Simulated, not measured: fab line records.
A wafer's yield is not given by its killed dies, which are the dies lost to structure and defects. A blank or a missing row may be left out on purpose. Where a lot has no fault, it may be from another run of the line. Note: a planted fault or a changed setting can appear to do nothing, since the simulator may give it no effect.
The tool behind it: which one? ; flow sky130 ; 24 lots, 72 wafers sampled, at 5 steps of a route of 708

== WHAT THE GAUGES READ, wafer by wafer ==
SKY_VT_ADJUST_NCORE_OVL_MEAS_08.
lot;measured;on;VT_ADJUST_NCORE_OVL (nm)
L074;day 8 14:52;overlay-01;-1.4 -0.5 -2.2
L075;day 8 21:39;overlay-01;-2.0 -2.0 -0.8
L076;day 9 09:57;overlay-01;2.0 2.6 2.0
L077;day 9 11:00;overlay-01;-1.0 -1.4 -0.4
L078;day 9 21:36;overlay-01;-1.4 0.2 -2.2
L079;day 10 00:28;overlay-02;0.1 0.7 0.1
L080;day 10 10:57;overlay-01;0.9 1.2 2.8
L081;day 10 16:15;overlay-01;-0.2 -0.5 0.7
L082;day 10 23:52;overlay-01;-1.6 -1.3 -0.4
L083;day 11 08:07;overlay-02;0.8 -0.1 1.5
L084;day 11 19:10;overlay-01;-1.0 -0.3 -0.5
L085;day 12 03:24;overlay-01;1.2 0.7 0.2
L086;day 12 09:51;overlay-01;-0.4 -1.8 -0.6
L087;day 12 15:19;overlay-01;0.5 2.7 1.5
L088;day 12 19:00;overlay-01;1.4 2.2 2.9
L089;day 13 02:24;overlay-01;2.1 1.2 0.2
L090;day 13 12:22;overlay-01;2.6 1.8 2.2
L091;day 13 18:22;overlay-01;0.2 0.9 0.4
L092;day 14 00:43;overlay-01;0.5 0.3 0.5
L093;day 14 05:16;overlay-01;0.7 0.3 -0.9
L094;day 14 13:07;overlay-01;-2.0 -0.8 -1.2
L095;day 14 18:37;overlay-01;0.9 0.2 -0.1
L096;day 15 00:31;overlay-01;0.6 0.7 2.9
L097;day 15 18:30;overlay-02;-0.3 1.0 -1.2

SKY_METAL5_THK_MEAS_06: measures by xrf.
lot;measured;on;METAL5_ALCU_THK (nm)
L074;day 42 22:58;film_metro-03;1156 1162 1162
L075;day 43 07:31;film_metro-04;1150 1152 1165
L076;day 43 16:25;film_metro-04;1162 1170 1166
L077;day 43 18:21;film_metro-04;1143 1165 1163
L078;day 44 01:37;film_metro-02;1168 1172 1152
L079;day 44 07:40;film_metro-04;1144 1147 1142
L080;day 44 17:13;film_metro-02;1163 1173 1158
L081;day 44 22:05;film_metro-04;1174 1164 1155
L082;day 45 11:31;film_metro-02;1150 1143 1160
L083;day 45 17:38;film_metro-03;1147 1148 1160
L084;day 45 23:43;film_metro-03;1154 1166 1172
L085;day 46 11:25;film_metro-03;1151 1157 1144
L086;day 46 15:37;film_metro-04;1147 1151 1160
L087;day 46 16:55;film_metro-03;1156 1148 1140
L088;day 46 17:49;film_metro-02;1152 1165 1160
L089;day 47 00:50;film_metro-03;1122 1133 1147
L090;day 47 07:03;film_metro-03;1143 1160 1150
L091;day 47 20:29;film_metro-03;1138 1146 1149
L092;day 47 21:11;film_metro-03;1165 1154 1154
L093;day 47 21:27;film_metro-02;1170 1157 1166
L094;day 47 22:59;film_metro-03;1135 1136 1141
L095;day 48 11:38;film_metro-04;1161 1158 1151
L096;day 48 12:57;film_metro-02;1172 1163 1181
L097;day 48 23:10;film_metro-04;1156 1158 1156

== EACH LOT AND THE TOOL THAT RAN IT (in order: tool; ch and the chambers of the sampled wafers; start) ==
lot;SKY_POLY_GATE_STRIP_18;SKY_METAL3_ETCH_16;SKY_VIA4_ETCH_12
L074;plasma_asher-04 ch 0,1, day 16 10:26;rie_metal-03 ch 0, day 38 13:38;rie_diel-01 ch 0,1, day 42 21:02
L075;plasma_asher-02 ch 0,1, day 16 18:32;rie_metal-02 ch 0,1, day 39 01:46;rie_diel-02 ch 0,1,3, day 43 05:53
L076;plasma_asher-03 ch 0,1, day 17 08:02;rie_metal-03 ch 0,1, day 39 08:20;rie_diel-02 ch 0,1, day 43 14:47
L077;plasma_asher-02 ch 0,1, day 17 10:08;rie_metal-03 ch 0,1, day 39 10:05;rie_diel-02 ch 0,1,2, day 43 16:35
L078;plasma_asher-04 ch 0, day 17 21:44;rie_metal-04 ch 0,1, day 39 19:23;rie_diel-02 ch 0,1,3, day 43 23:59
L079;plasma_asher-04 ch 0,1, day 18 02:23;rie_metal-03 ch 1, day 40 03:49;rie_diel-03 ch 0,2,3, day 44 06:01
L080;plasma_asher-03 ch 0,1, day 18 19:41;rie_metal-03 ch 0,1, day 40 12:26;rie_diel-01 ch 0,2, day 44 15:34
L081;plasma_asher-02 ch 0,1, day 18 23:56;rie_metal-04 ch 0,1, day 40 16:58;rie_diel-02 ch 0,1,2, day 44 20:26
L082;plasma_asher-04 ch 0,1, day 19 17:02;rie_metal-02 ch 0,1, day 41 08:23;rie_diel-02 ch 0,1,3, day 45 09:50
L083;plasma_asher-03 ch 1, day 20 02:02;rie_metal-04 ch 0,1, day 41 15:44;rie_diel-02 ch 0,1,3, day 45 15:59
L084;plasma_asher-02 ch 0,1, day 20 14:26;rie_metal-02 ch 1, day 41 23:17;rie_diel-03 ch 1,2,3, day 45 22:02
L085;plasma_asher-04 ch 0,1, day 20 23:56;rie_metal-03 ch 0,1, day 42 11:11;rie_diel-02 ch 1,2,3, day 46 09:41
L086;plasma_asher-04 ch 0,1, day 21 06:53;rie_metal-04 ch 0,1, day 42 16:28;rie_diel-02 ch 0,1,2, day 46 13:59
L087;plasma_asher-04 ch 0,1, day 21 14:14;rie_metal-03 ch 0,1, day 42 16:41;rie_diel-01 ch 0,2,3, day 46 15:16
L088;plasma_asher-03 ch 0,1, day 21 17:56;rie_metal-04 ch 0,1, day 42 18:48;rie_diel-02 ch 1,2,3, day 46 16:11
L089;plasma_asher-03 ch 0,1, day 22 03:29;rie_metal-04 ch 0,1, day 43 02:58;rie_diel-03 ch 1,2,3, day 46 23:07
L090;plasma_asher-04 ch 0,1, day 22 15:20;rie_metal-02 ch 0, day 43 11:27;rie_diel-02 ch 1,2,3, day 47 05:16
L091;plasma_asher-02 ch 0,1, day 23 03:20;rie_metal-03 ch 0,1, day 44 01:44;rie_diel-01 ch 2,3, day 47 18:50
L092;plasma_asher-02 ch 0,1, day 23 08:26;rie_metal-02 ch 0, day 44 02:05;rie_diel-02 ch 0,1,3, day 47 19:29
L093;plasma_asher-02 ch 0,1, day 23 15:16;rie_metal-04 ch 0,1, day 44 02:28;rie_diel-03 ch 1,3, day 47 19:47
L094;plasma_asher-04 ch 0,1, day 23 15:35;rie_metal-03 ch 0,1, day 44 03:47;rie_diel-01 ch 1,2,3, day 47 21:16
L095;plasma_asher-03 ch 1, day 24 06:08;rie_metal-03 ch 0,1, day 44 17:28;rie_diel-02 ch 1,2,3, day 48 09:59
L096;plasma_asher-02 ch 0,1, day 24 09:32;rie_metal-02 ch 0,1, day 44 19:23;rie_diel-03 ch 1,2, day 48 11:17
L097;plasma_asher-04 ch 0,1, day 25 02:02;rie_metal-02 ch 0,1, day 45 09:30;rie_diel-03 ch 0,1,2, day 48 21:29
- SKY_POLY_GATE_STRIP_18: strips in O2/N2.
- SKY_METAL3_ETCH_16: etches BARC in N2/H2, stops on SiO2, time 88.2 s, target depth 60 nm.
- SKY_VIA4_ETCH_12: etches SiO2 in C4F8/O2/Ar, stops on TiN, target depth 580 nm.

== WHAT THE TOOLS THEMSELVES READ (means of the sampled wafers that have a number; where no wafer has one, the mark that the record gives instead) ==
SKY_POLY_GATE_STRIP_18.
lot;tool;drypump_motor_current_A (A);oes_product_au (a.u.);strip_time_to_endpoint_s (s)
L074;plasma_asher-04;5.2;0.359;3.14
L075;plasma_asher-02;6.4;0.362;3.15
L076;plasma_asher-03;5.6;0.360;3.18
L077;plasma_asher-02;6.4;0.359;3.17
L078;plasma_asher-04;4.7;0.365;3.13
L079;plasma_asher-04;5.2;0.363;3.13
L080;plasma_asher-03;5.6;0.357;3.13
L081;plasma_asher-02;6.3;0.361;3.17
L082;plasma_asher-04;5.0;0.362;3.17
L083;plasma_asher-03;5.5;0.365;3.11
L084;plasma_asher-02;6.3;0.360;3.16
L085;plasma_asher-04;5.0;0.363;3.08
L086;plasma_asher-04;5.0;0.358;3.13
L087;plasma_asher-04;4.9;0.361;3.14
L088;plasma_asher-03;5.6;0.359;3.14
L089;plasma_asher-03;5.6;0.367;3.20
L090;plasma_asher-04;4.9;0.363;3.16
L091;plasma_asher-02;6.3;0.360;3.15
L092;plasma_asher-02;6.4;0.358;3.15
L093;plasma_asher-02;6.2;0.361;3.20
L094;plasma_asher-04;4.9;0.361;3.12
L095;plasma_asher-03;5.5;0.355;3.13
L096;plasma_asher-02;6.4;0.362;3.17
L097;plasma_asher-04;5.0;0.359;3.22

SKY_METAL3_ETCH_16.
lot;tool;drypump_motor_current_A (A);h2_flow_sccm (sccm);oes_product_au (a.u.);throttle_valve_pct (%)
L074;rie_metal-03;6.0;199.1;0.622;13.202
L075;rie_metal-02;5.6;199.7;0.627;13.208
L076;rie_metal-03;5.9;200.1;0.627;13.199
L077;rie_metal-03;5.9;200.0;0.623;13.210
L078;rie_metal-04;5.9;200.3;0.629;13.201
L079;rie_metal-03;5.7;199.5;0.620;13.200
L080;rie_metal-03;5.9;199.2;0.625;13.206
L081;rie_metal-04;5.9;200.6;0.630;13.206
L082;rie_metal-02;5.8;199.6;0.624;13.203
L083;rie_metal-04;5.9;199.9;0.624;13.212
L084;rie_metal-02;5.3;200.4;0.625;13.203
L085;rie_metal-03;5.8;200.0;0.624;13.207
L086;rie_metal-04;5.9;199.8;0.625;13.203
L087;rie_metal-03;5.9;199.8;0.624;13.207
L088;rie_metal-04;5.7;199.7;0.626;13.210
L089;rie_metal-04;5.9;199.9;0.619;13.207
L090;rie_metal-02;6.1;200.3;0.623;13.203
L091;rie_metal-03;5.9;199.9;0.622;13.202
L092;rie_metal-02;6.1;199.8;0.621;13.217
L093;rie_metal-04;5.9;199.8;0.622;13.200
L094;rie_metal-03;5.8;200.3;0.627;13.209
L095;rie_metal-03;5.9;200.3;0.624;13.202
L096;rie_metal-02;5.6;200.8;0.619;13.200
L097;rie_metal-02;5.8;201.3;0.622;13.202

SKY_VIA4_ETCH_12.
lot;tool;oes_product_au (a.u.)
L074;rie_diel-01;0.923
L075;rie_diel-02;0.930
L076;rie_diel-02;0.927
L077;rie_diel-02;0.926
L078;rie_diel-02;0.928
L079;rie_diel-03;0.923
L080;rie_diel-01;0.923
L081;rie_diel-02;0.924
L082;rie_diel-02;0.925
L083;rie_diel-02;0.924
L084;rie_diel-03;0.928
L085;rie_diel-02;0.925
L086;rie_diel-02;0.932
L087;rie_diel-01;0.921
L088;rie_diel-02;0.929
L089;rie_diel-03;0.925
L090;rie_diel-02;0.922
L091;rie_diel-01;0.926
L092;rie_diel-02;0.928
L093;rie_diel-03;0.927
L094;rie_diel-01;0.921
L095;rie_diel-02;0.926
L096;rie_diel-03;0.925
L097;rie_diel-03;0.926

== THE ANSWER, worked out from the rows above alone ==
Rule: the lots themselves supply what counts as usual. Put in order of their means at a reading, lots are off if they are a third of the lots or fewer, leave a main group of 4 or more, and stand apart from it by a gap of 3 or more times the standard deviation of the main group's means; of several such gaps the widest counts. Not used: any main group whose means are identical at the precision the tables above print for the reading. Also off: a lot with no number at a reading for which 4 or more lots have one. All remaining lots with rows at the step are treated as sound. Order of review: gauges by route order, followed by the tools' own readings, for which a lot's mean as printed above is used. The first step at which some lot is off is used, and at that step the reading that is off furthest; a lot without a number counts as furthest.
Nothing can be told from this: no lot is off at any reading shown.

== WHAT THE SIMULATOR HAD INSERTED ==
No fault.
